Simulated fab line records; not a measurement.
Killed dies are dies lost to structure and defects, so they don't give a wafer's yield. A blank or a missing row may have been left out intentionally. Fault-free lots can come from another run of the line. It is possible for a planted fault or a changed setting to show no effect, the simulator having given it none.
fab line records    flow sky130
[record] lots = 24  wafers = 72  lastDay = 50
route steps=708 shown FIELD_ISO@5 DNWELL@43 SD_N@349 LI_CONTACT@377 VIA2@520
lots with no fault: from the same line, run without faults
startH: hours from the record's opening day to when the first of the lot's shown wafers began    waitH: hours elapsed since this lot's preceding step    " identical to the entry in the row above    L1.1+2: one row covering several wafers at once    - no value, or no start was given    * or withheld: withheld    < > ~ a bound
route shown NAME@n: names a module that has steps shown in the file, with the first one's number in the route    usual: mean/standard deviation taken from wafers without a fault    same: alike in all rows    chamber/n: place in a boat    sites: per-site readings    _std_site: their standard deviation    _edge_site: mean of outer sites minus mean of inner sites    radiusMm: for every site, how far away it sits from the centre of the wafer    mask NAME#n: copy n    behind: tool/chamber where the wafer was last shaped    hold: reason for holding the lot/hours on hold/outcome of the hold    device: names the non-switching transistor (n, p or np)    end of line: the tests these same wafers got at the end of their route    a step with no rows: only its recipe    killed: dies lost to structure and defects at the first sort, not the wafer's yield    map: dies across one wafer; x = killed, . = not, _ = none there
set.NAME: the setting the step ran with; set.NAME@STEP: the setting that earlier step ran with    model.NAME: the simulator's own value behind a step, which no gauge read
a sample of lots followed through the steps of the route, with each step as a table and each wafer as a row
services: a tool's chamber out of use, with start hour (startH, from the record's first day; less than 0 if before it), hours out, and reason
[[steps]]
[step SKY_FIELD_ISO_THK_MEAS_04]
[recipe] reads = Si3N4_of_FIELD_ISO_CVD_03
[usual] FIELD_ISO_CVD_03_THK = 164.8/1.4
lot.wafer  tool          chamber  startH  waitH  FIELD_ISO_CVD_03_THK[nm]
L074.2     filmMetro-02  -        14.24   0.0    163.1
L074.3     "             -        "       "      164.5
L074.5     "             -        "       "      163.8
L075.2     filmMetro-02  -        18.74   0.0    167.1
L075.3     "             -        "       "      163.9
L075.6     "             -        "       "      165.8
L076.2     filmMetro-01  -        25.90   0.0    164.9
L076.3     "             -        "       "      167.0
L076.5     "             -        "       "      166.1
L077.1     filmMetro-01  -        30.65   0.0    165.6
L077.2     "             -        "       "      165.4
L077.5     "             -        "       "      163.8
L079.1     filmMetro-01  -        38.84   0.0    164.2
L079.2     "             -        "       "      163.0
L079.6     "             -        "       "      164.9
L078.2     filmMetro-02  -        38.85   0.0    163.5
L078.3     "             -        "       "      163.6
L078.4     "             -        "       "      164.3
L080.1     filmMetro-02  -        51.03   0.0    166.1
L080.2     "             -        "       "      167.3
L080.3     "             -        "       "      166.6
L081.2     filmMetro-01  -        51.04   0.0    166.7
L081.3     "             -        "       "      166.3
L081.4     "             -        "       "      165.7
L082.1     filmMetro-01  -        57.27   0.0    161.6
L082.2     "             -        "       "      160.6
L082.5     "             -        "       "      162.5
L083.1     filmMetro-02  -        59.05   0.0    165.9
L083.4     "             -        "       "      164.3
L083.6     "             -        "       "      164.7
L084.2     filmMetro-01  -        64.46   0.0    163.4
L084.4     "             -        "       "      164.7
L084.5     "             -        "       "      164.3
L085.2     filmMetro-04  -        68.49   0.0    165.4
L085.4     "             -        "       "      163.2
L085.5     "             -        "       "      164.2
L086.1     filmMetro-02  -        74.07   0.0    164.2
L086.2     "             -        "       "      163.0
L086.6     "             -        "       "      164.1
L087.1     filmMetro-04  -        79.11   0.0    162.3
L087.2     "             -        "       "      164.0
L087.5     "             -        "       "      164.2
L088.1     filmMetro-01  -        85.02   0.0    164.9
L088.3     "             -        "       "      167.2
L088.6     "             -        "       "      167.1
L089.3     filmMetro-01  -        89.08   0.0    164.1
L089.5     "             -        "       "      163.1
L089.6     "             -        "       "      163.0
L090.1     filmMetro-04  -        97.51   0.0    166.9
L090.2     "             -        "       "      165.9
L090.6     "             -        "       "      167.4
L091.1     filmMetro-01  -        100.59  0.0    164.2
L091.4     "             -        "       "      164.5
L091.5     "             -        "       "      164.1
L092.1     filmMetro-02  -        105.13  0.0    165.3
L092.5     "             -        "       "      165.1
L092.6     "             -        "       "      164.2
L093.1     filmMetro-02  -        110.53  0.0    166.0
L093.4     "             -        "       "      167.1
L093.6     "             -        "       "      166.2
L094.1     filmMetro-01  -        114.72  0.0    165.2
L094.2     "             -        "       "      164.7
L094.6     "             -        "       "      165.7
L095.1     filmMetro-02  -        118.91  0.0    166.1
L095.3     "             -        "       "      166.7
L095.6     "             -        "       "      166.6
L096.1     filmMetro-04  -        124.10  0.0    163.0
L096.2     "             -        "       "      163.3
L096.5     "             -        "       "      163.3
L097.3     filmMetro-02  -        129.94  0.0    164.7
L097.5     "             -        "       "      163.1
L097.6     "             -        "       "      162.7
[step SKY_DNWELL_STRIP_08]
[recipe] chemistry = O2/N2  powerW = 1400  pressureMtorr = 1500  platenTempC = withheld  o2FlowSccm = 3000  n2FlowSccm = 300  overashFraction = 0.5
[usual] drypumpMotorCurrentA = 5.9/0.42  n2FlowSccm = 300.1/0.97  o2FlowSccm = 3001/9.7  oesProductAu = 0.722/0.0044  stripTimeToEndpointS = 36.91/0.12
lot.wafer  tool            chamber  startH  waitH  drypumpMotorCurrentA  n2FlowSccm  o2FlowSccm  oesProductAu  rfHoursCounterH  stripTimeToEndpointS
L074.2     plasmaAsher-04  1        61.80   0.1    6.6                   303.9       3006        0.721         28               36.98
L074.3     "               0        "       "      5.7                   300.4       3003        0.719         -                36.90
L074.5     "               0        "       "      5.7                   299.5       2988        0.716         -                36.91
L077.1     plasmaAsher-01  1        71.80   0.1    5.6                   300.0       3004        0.723         41               36.91
L077.2     "               0        "       "      6.1                   301.4       3004        0.716         41               36.87
L077.5     "               1        "       "      5.6                   300.9       3013        0.710         -                36.98
L076.2     plasmaAsher-04  0        72.10   0.1    5.7                   299.1       3010        0.722         29               37.08
L076.3     "               1        "       "      6.6                   300.0       3012        0.727         -                37.05
L076.5     "               0        "       "      5.7                   301.2       3012        0.723         -                37.09
L075.2     plasmaAsher-04  0        72.75   0.1    5.7                   299.8       3008        0.719         29               36.96
L075.3     "               1        "       "      6.6                   300.4       3002        0.725         -                36.86
L075.6     "               0        "       "      5.7                   299.4       3013        0.728         -                36.75
L079.1     plasmaAsher-03  1        77.95   0.1    5.3                   299.7       3011        0.721         39               36.95
L079.2     "               0        "       "      5.8                   300.6       2997        0.717         39               36.89
L079.6     "               1        "       "      5.3                   300.6       3012        0.724         -                36.81
L078.2     plasmaAsher-04  1        78.10   0.1    6.6                   299.7       3020        0.719         30               36.91
L078.3     "               0        "       "      5.7                   299.7       2994        0.721         -                36.89
L078.4     "               1        "       "      6.6                   299.7       3002        0.730         -                36.88
L080.1     plasmaAsher-04  0        89.95   0.1    5.7                   299.1       3013        0.722         32               36.88
L080.2     "               1        "       "      6.6                   298.1       2997        0.722         32               37.06
L080.3     "               1        "       "      6.6                   299.9       2997        0.715         -                36.91
L081.2     plasmaAsher-04  1        91.05   0.1    6.5                   299.5       3001        0.723         32               36.99
L081.3     "               0        "       "      5.7                   298.2       2998        0.716         -                37.04
L081.4     "               1        "       "      6.6                   298.5       2991        0.728         -                37.03
L082.1     plasmaAsher-04  0        98.65   0.1    5.7                   299.8       2999        0.725         33               37.12
L082.2     "               1        "       "      6.6                   301.1       2987        0.723         33               36.98
L082.5     "               1        "       "      6.6                   301.0       2994        0.726         -                37.14
L083.1     plasmaAsher-03  1        103.95  0.1    5.3                   298.4       2999        0.714         41               36.88
L083.4     "               1        "       "      5.3                   298.5       3014        0.718         -                36.95
L083.6     "               1        "       "      5.3                   300.5       3019        0.722         -                36.84
L085.2     plasmaAsher-01  1        110.80  0.1    5.6                   302.1       3007        0.723         46               36.76
L085.4     "               0        "       "      6.1                   300.8       3015        0.721         -                36.72
L085.5     "               1        "       "      5.6                   300.1       2993        0.724         -                36.81
L084.2     plasmaAsher-01  1        111.10  0.1    5.5                   300.0       3004        0.719         46               36.81
L084.4     "               1        "       "      5.5                   298.9       2999        0.719         -                36.79
L084.5     "               1        "       "      5.5                   298.5       3002        0.716         -                36.77
L086.1     plasmaAsher-03  0        122.15  0.1    5.8                   302.5       2990        0.727         0                36.89
L086.2     "               1        "       "      5.3                   299.4       3003        0.718         0                36.82
L086.6     "               0        "       "      5.8                   301.5       2993        0.725         -                36.91
L087.1     plasmaAsher-03  0        122.40  0.1    5.8                   298.9       3009        0.729         0                36.75
L087.2     "               1        "       "      5.3                   301.0       3008        0.719         0                36.74
L087.5     "               1        "       "      5.3                   301.3       2977        0.721         -                36.70
L088.1     plasmaAsher-04  0        128.10  0.1    5.7                   298.5       3012        0.725         35               36.85
L088.3     "               0        "       "      5.7                   299.2       3009        0.726         -                36.90
L088.6     "               1        "       "      6.5                   299.7       3010        0.731         -                36.88
L089.3     plasmaAsher-01  1        131.93  0.1    5.6                   297.7       3005        0.721         -                36.66
L089.5     "               1        "       "      5.6                   299.1       3002        0.726         -                36.65
L089.6     "               0        "       "      6.1                   301.7       2977        0.727         -                36.84
L090.1     plasmaAsher-04  1        144.40  0.1    6.6                   301.2       2995        0.719         37               36.91
L090.2     "               0        "       "      5.7                   300.8       3003        0.721         37               36.82
L090.6     "               1        "       "      6.6                   299.7       3010        0.724         -                36.76
L091.1     plasmaAsher-01  1        145.69  0.1    5.5                   300.6       2989        0.718         49               36.86
L091.4     "               0        "       "      6.1                   299.1       2999        0.719         -                36.83
L091.5     "               0        "       "      6.1                   298.8       3019        0.723         -                36.81
L092.1     plasmaAsher-01  1        153.25  0.1    5.6                   301.1       2997        0.725         50               36.92
L092.5     "               0        "       "      6.1                   299.2       2983        0.717         -                37.00
L092.6     "               1        "       "      5.6                   299.6       2991        0.717         -                36.84
L093.1     plasmaAsher-01  0        156.79  0.1    6.1                   300.5       3008        0.720         51               37.07
L093.4     "               0        "       "      6.1                   299.4       3003        0.727         -                37.11
L093.6     "               1        "       "      5.6                   300.7       2986        0.727         -                37.05
L094.1     plasmaAsher-01  0        160.25  0.1    6.1                   299.4       2992        0.723         51               37.05
L094.2     "               1        "       "      5.6                   300.0       2992        0.718         51               36.97
L094.6     "               0        "       "      6.1                   298.7       2986        0.727         -                37.05
L095.1     plasmaAsher-03  0        166.44  0.1    5.8                   299.9       3000        0.731         5                37.04
L095.3     "               1        "       "      5.3                   299.3       2999        0.724         -                37.09
L095.6     "               1        "       "      5.3                   300.0       2999        0.723         -                37.06
L096.1     plasmaAsher-04  0        173.45  0.1    5.7                   298.5       3014        0.720         39               37.01
L096.2     "               1        "       "      6.6                   299.1       2990        0.712         39               37.05
L096.5     "               0        "       "      5.7                   301.2       3008        0.730         -                36.88
L097.3     plasmaAsher-01  1        177.28  0.1    5.6                   300.9       2994        0.721         -                36.75
L097.5     "               0        "       "      6.1                   299.3       2993        0.713         -                36.81
L097.6     "               1        "       "      5.6                   300.9       2998        0.724         -                36.73
[step SKY_SD_N_CD_MEAS_07]
[recipe] targetCdNm = 380
[usual] cdNm = 380.5/2.1
lot.wafer  tool      chamber  startH  waitH  cdNm
L074.2     cdSem-01  -        676.76  0.1    377.9
L074.3     "         -        "       "      380.1
L074.5     "         -        "       "      380.7
L076.2     cdSem-02  -        679.96  0.1    382.9
L076.3     "         -        "       "      384.4
L076.5     "         -        "       "      382.3
L077.1     cdSem-02  -        681.04  0.1    380.8
L077.2     "         -        "       "      381.6
L077.5     "         -        "       "      381.3
L075.2     cdSem-01  -        681.06  0.1    381.1
L075.3     "         -        "       "      381.4
L075.6     "         -        "       "      380.8
L078.2     cdSem-02  -        682.66  0.1    379.3
L078.3     "         -        "       "      380.4
L078.4     "         -        "       "      378.8
L079.1     cdSem-01  -        683.49  0.1    379.9
L079.2     "         -        "       "      379.1
L079.6     "         -        "       "      380.5
L080.1     cdSem-02  -        706.19  0.1    379.9
L080.2     "         -        "       "      380.2
L080.3     "         -        "       "      381.1
L081.2     cdSem-01  -        706.28  0.2    379.8
L081.3     "         -        "       "      380.0
L081.4     "         -        "       "      378.3
L082.1     cdSem-02  -        712.79  0.1    381.2
L082.2     "         -        "       "      377.9
L082.5     "         -        "       "      378.7
L083.1     cdSem-02  -        717.74  0.1    376.6
L083.4     "         -        "       "      378.6
L083.6     "         -        "       "      381.1
L085.2     cdSem-01  -        728.47  0.1    377.9
L085.4     "         -        "       "      379.6
L085.5     "         -        "       "      378.7
L084.2     cdSem-01  -        731.01  0.1    379.3
L084.4     "         -        "       "      382.7
L084.5     "         -        "       "      381.4
L086.1     cdSem-02  -        744.00  0.1    379.0
L086.2     "         -        "       "      376.7
L086.6     "         -        "       "      379.4
L087.1     cdSem-02  -        745.55  0.1    378.7
L087.2     "         -        "       "      378.9
L087.5     "         -        "       "      377.4
L088.1     cdSem-01  -        752.70  0.1    379.3
L088.3     "         -        "       "      377.6
L088.6     "         -        "       "      379.4
L089.3     cdSem-01  -        759.63  0.1    376.2
L089.5     "         -        "       "      374.7
L089.6     "         -        "       "      378.1
L090.1     cdSem-01  -        777.99  0.1    381.3
L090.2     "         -        "       "      378.4
L090.6     "         -        "       "      379.5
L091.1     cdSem-01  -        781.44  0.1    381.5
L091.4     "         -        "       "      380.3
L091.5     "         -        "       "      380.1
L092.1     cdSem-02  -        796.95  0.1    380.5
L092.5     "         -        "       "      382.9
L092.6     "         -        "       "      380.5
L093.1     cdSem-02  -        797.25  0.1    381.0
L093.4     "         -        "       "      381.7
L093.6     "         -        "       "      382.2
L094.1     cdSem-02  -        807.59  0.1    386.1
L094.2     "         -        "       "      385.4
L094.6     "         -        "       "      383.0
L095.1     cdSem-01  -        810.59  0.1    380.8
L095.3     "         -        "       "      382.8
L095.6     "         -        "       "      383.9
L096.1     cdSem-02  -        814.45  0.1    380.6
L096.2     "         -        "       "      380.7
L096.5     "         -        "       "      383.5
L097.3     cdSem-02  -        824.59  0.1    384.3
L097.5     "         -        "       "      384.0
L097.6     "         -        "       "      382.3
[step SKY_LI_CONTACT_ETCH_15]
[recipe] target = PSG  chemistry = C4F8/O2/Ar  stopOn = Si  taperDeg = 4.15  maskMaterial = KrF-thick  sourceW = 1500  biasW = 1200  pressureMtorr = 40  c4f8FlowSccm = withheld  O2_flow_sccm = 6  Ar_flow_sccm = 300  timeS = withheld  targetDepthA = 6000
[usual] oesProductAu = 0.838/0.0042
lot.wafer  tool        chamber  startH  waitH  oesProductAu
L074.2     rieDiel-04  3        706.34  0.0    0.841
L074.3     "           0        "       "      0.838
L074.5     "           3        "       "      0.830
L076.2     rieDiel-04  1        709.39  0.0    0.838
L076.3     "           3        "       "      0.842
L076.5     "           2        "       "      0.834
L075.2     rieDiel-03  1        710.04  0.0    0.834
L075.3     "           3        "       "      0.836
L075.6     "           1        "       "      0.835
L077.1     rieDiel-02  2        710.69  0.0    0.839
L077.2     "           1        "       "      0.842
L077.5     "           1        "       "      0.846
L078.2     rieDiel-03  1        712.84  0.0    0.841
L078.3     "           2        "       "      0.839
L078.4     "           3        "       "      0.829
L079.1     rieDiel-02  3        713.34  0.0    0.833
L079.2     "           2        "       "      0.841
L079.6     "           3        "       "      0.839
L080.1     rieDiel-02  3        734.99  0.0    0.841
L080.2     "           0        "       "      0.839
L080.3     "           2        "       "      0.839
L081.2     rieDiel-04  0        735.09  0.0    0.842
L081.3     "           2        "       "      0.839
L081.4     "           1        "       "      0.834
L082.1     rieDiel-04  0        742.64  0.0    0.834
L082.2     "           3        "       "      0.839
L082.5     "           1        "       "      0.838
L083.1     rieDiel-04  2        746.30  0.0    0.843
L083.4     "           1        "       "      0.832
L083.6     "           2        "       "      0.846
L085.2     rieDiel-03  3        757.74  0.0    0.831
L085.4     "           2        "       "      0.840
L085.5     "           1        "       "      0.835
L084.2     rieDiel-04  2        759.49  0.0    0.839
L084.4     "           3        "       "      0.838
L084.5     "           3        "       "      0.832
L086.1     rieDiel-03  2        773.19  0.0    0.835
L086.2     "           0        "       "      0.843
L086.6     "           0        "       "      0.839
L087.1     rieDiel-04  2        774.00  0.0    0.841
L087.2     "           0        "       "      0.837
L087.5     "           0        "       "      0.836
L088.1     rieDiel-03  0        780.40  0.0    0.834
L088.3     "           3        "       "      0.846
L088.6     "           2        "       "      0.846
L089.3     rieDiel-02  2        788.70  0.0    0.841
L089.5     "           2        "       "      0.835
L089.6     "           1        "       "      0.836
L090.1     rieDiel-03  3        806.29  0.0    0.840
L090.2     "           1        "       "      0.840
L090.6     "           0        "       "      0.840
L091.1     rieDiel-03  0        809.60  0.0    0.844
L091.4     "           1        "       "      0.839
L091.5     "           3        "       "      0.833
L092.1     rieDiel-04  3        825.74  0.0    0.839
L092.5     "           1        "       "      0.837
L092.6     "           2        "       "      0.835
L093.1     rieDiel-02  0        825.89  0.0    0.833
L093.4     "           2        "       "      0.838
L093.6     "           1        "       "      0.836
L094.1     rieDiel-03  2        835.25  0.0    0.834
L094.2     "           0        "       "      0.833
L094.6     "           1        "       "      0.843
L095.1     rieDiel-02  0        838.24  0.0    0.838
L095.3     "           2        "       "      0.835
L095.6     "           2        "       "      0.834
L096.1     rieDiel-02  1        841.50  0.0    0.833
L096.2     "           2        "       "      0.841
L096.5     "           0        "       "      0.831
L097.3     rieDiel-02  3        853.49  0.0    0.834
L097.5     "           3        "       "      0.837
L097.6     "           0        "       "      0.836
[step SKY_LI_CONTACT_CVD_21]
[recipe] material = W  targetThkNm = 400  timeS = 120.56  tempC = 400  pressureTorr = 40
[usual] heaterPowerW = 874/36
lot.wafer  tool     chamber  startH  waitH  heaterPowerW
L074.2     cvdW-01  1        706.87  0.0    884
L074.3     "        0        "       "      849
L074.5     "        1        "       "      892
L076.2     cvdW-02  1        709.93  0.0    823
L076.3     "        1        "       "      841
L076.5     "        1        "       "      828
L075.2     cvdW-01  0        710.80  0.0    852
L075.3     "        1        "       "      892
L075.6     "        1        "       "      868
L077.1     cvdW-02  1        711.24  0.0    837
L077.2     "        0        "       "      900
L077.5     "        0        "       "      918
L078.2     cvdW-01  0        713.37  0.0    852
L078.3     "        0        "       "      869
L078.4     "        1        "       "      881
L079.1     cvdW-02  0        713.88  0.0    915
L079.2     "        1        "       "      843
L079.6     "        1        "       "      826
L080.1     cvdW-01  0        735.51  0.0    864
L080.2     "        0        "       "      837
L080.3     "        0        "       "      887
L081.2     cvdW-02  1        735.65  0.0    810
L081.3     "        1        "       "      827
L081.4     "        0        "       "      900
L082.1     cvdW-02  1        743.16  0.0    814
L082.2     "        0        "       "      911
L082.5     "        1        "       "      814
L083.1     cvdW-02  0        746.83  0.0    920
L083.4     "        1        "       "      815
L083.6     "        0        "       "      908
L085.2     cvdW-02  1        758.27  0.0    821
L085.4     "        1        "       "      835
L085.5     "        0        "       "      912
L084.2     cvdW-02  1        760.01  0.0    828
L084.4     "        1        "       "      824
L084.5     "        0        "       "      901
L086.1     cvdW-01  1        773.73  0.0    877
L086.2     "        0        "       "      853
L086.6     "        0        "       "      896
L087.1     cvdW-02  0        774.52  0.0    914
L087.2     "        1        "       "      829
L087.5     "        1        "       "      834
L088.1     cvdW-02  0        780.92  0.0    909
L088.3     "        1        "       "      845
L088.6     "        1        "       "      824
L089.3     cvdW-01  0        789.26  0.1    872
L089.5     "        0        "       "      863
L089.6     "        1        "       "      927
L090.1     cvdW-02  1        806.82  0.0    824
L090.2     "        0        "       "      937
L090.6     "        1        "       "      831
L091.1     cvdW-01  0        810.13  0.0    849
L091.4     "        1        "       "      893
L091.5     "        1        "       "      911
L092.1     cvdW-01  1        826.26  0.0    891
L092.5     "        0        "       "      872
L092.6     "        1        "       "      892
L093.1     cvdW-02  1        826.41  0.0    831
L093.4     "        1        "       "      839
L093.6     "        0        "       "      938
L094.1     cvdW-02  0        835.77  0.0    903
L094.2     "        1        "       "      848
L094.6     "        1        "       "      808
L095.1     cvdW-01  0        838.76  0.0    869
L095.3     "        0        "       "      907
L095.6     "        1        "       "      893
L096.1     cvdW-02  1        842.03  0.0    834
L096.2     "        0        "       "      913
L096.5     "        1        "       "      842
L097.3     cvdW-01  0        854.05  0.1    865
L097.5     "        0        "       "      873
L097.6     "        1        "       "      915
[step SKY_VIA2_OVL_MEAS_13]
[usual] VIA2_OVL = 4/4.6
lot.wafer  tool        chamber  startH   waitH  VIA2_OVL[nm]
L074.2     overlay-01  -        873.68   0.1    4
L074.3     "           -        "        "      3
L074.5     "           -        "        "      6
L076.2     overlay-01  -        879.62   0.1    -2
L076.3     "           -        "        "      2
L076.5     "           -        "        "      4
L075.2     overlay-01  -        879.92   0.1    -1
L075.3     "           -        "        "      -3
L075.6     "           -        "        "      -8
L077.1     overlay-02  -        880.12   0.1    3
L077.2     "           -        "        "      -2
L077.5     "           -        "        "      7
L078.2     overlay-01  -        882.07   0.1    6
L078.3     "           -        "        "      2
L078.4     "           -        "        "      -2
L079.1     overlay-01  -        882.87   0.1    9
L079.2     "           -        "        "      9
L079.6     "           -        "        "      8
L080.1     overlay-02  -        900.82   0.1    12
L080.2     "           -        "        "      3
L080.3     "           -        "        "      3
L081.2     overlay-01  -        902.92   0.1    -4
L081.3     "           -        "        "      -4
L081.4     "           -        "        "      1
L082.1     overlay-02  -        909.47   0.1    2
L082.2     "           -        "        "      -1
L082.5     "           -        "        "      6
L083.1     overlay-02  -        910.46   0.1    4
L083.4     "           -        "        "      11
L083.6     "           -        "        "      4
L085.2     overlay-01  -        921.07   0.1    6
L085.4     "           -        "        "      7
L085.5     "           -        "        "      2
L084.2     overlay-01  -        921.42   0.1    0
L084.4     "           -        "        "      0
L084.5     "           -        "        "      3
L086.1     overlay-01  -        936.11   0.1    -2
L086.2     "           -        "        "      4
L086.6     "           -        "        "      0
L087.1     overlay-02  -        937.57   0.1    8
L087.2     "           -        "        "      6
L087.5     "           -        "        "      8
L088.1     overlay-01  -        942.97   0.1    5
L088.3     "           -        "        "      11
L088.6     "           -        "        "      2
L089.3     overlay-01  -        949.78   0.1    7
L089.5     "           -        "        "      3
L089.6     "           -        "        "      4
L090.1     overlay-02  -        965.71   0.1    5
L090.2     "           -        "        "      -1
L090.6     "           -        "        "      7
L091.1     overlay-01  -        970.12   0.1    20
L091.4     "           -        "        "      4
L091.5     "           -        "        "      6
L092.1     overlay-02  -        985.97   0.1    -1
L092.5     "           -        "        "      -1
L092.6     "           -        "        "      2
L093.1     overlay-01  -        987.77   0.1    6
L093.4     "           -        "        "      4
L093.6     "           -        "        "      5
L094.1     overlay-01  -        991.86   0.1    8
L094.2     "           -        "        "      7
L094.6     "           -        "        "      4
L095.1     overlay-01  -        995.62   0.1    1
L095.3     "           -        "        "      -5
L095.6     "           -        "        "      10
L096.1     overlay-01  -        998.32   0.1    4
L096.2     "           -        "        "      4
L096.5     "           -        "        "      9
L097.3     overlay-01  -        1008.94  0.1    9
L097.5     "           -        "        "      11
L097.6     "           -        "        "      -2
[[services]]
tool            chamber  startH  hours  kind
cvdW-01         -        43.24   0.3    repair
cvdW-01         -        72.85   0.5    repair
cvdW-01         -        86.88   0.3    repair
plasmaAsher-04  -        113.94  2.8    pm
plasmaAsher-04  -        159.66  7.4    repair
plasmaAsher-04  -        217.21  5.9    repair
cvdW-02         0        221.01  14.3   repair
cvdW-01         -        253.10  6.0    pm
plasmaAsher-04  -        302.61  2.5    repair
cvdW-02         1        372.07  6.2    repair
cvdW-01         -        377.00  14.6   pm
cvdW-01         -        391.60  14.0   pm
cvdW-02         -        405.60  6.9    pm
cvdW-01         -        426.10  1.9    repair
cvdW-02         -        460.67  1.6    repair
cvdW-02         1        473.21  7.0    repair
cvdW-02         -        514.36  1.5    repair
plasmaAsher-04  -        598.25  7.4    repair
cvdW-01         -        605.80  2.8    pm
plasmaAsher-04  -        641.80  4.8    repair
cvdW-02         -        651.90  0.6    repair
cvdW-02         -        692.37  6.0    pm
cvdW-02         -        740.36  0.8    repair
cvdW-02         -        828.72  0.8    repair
[[key]]
fault none
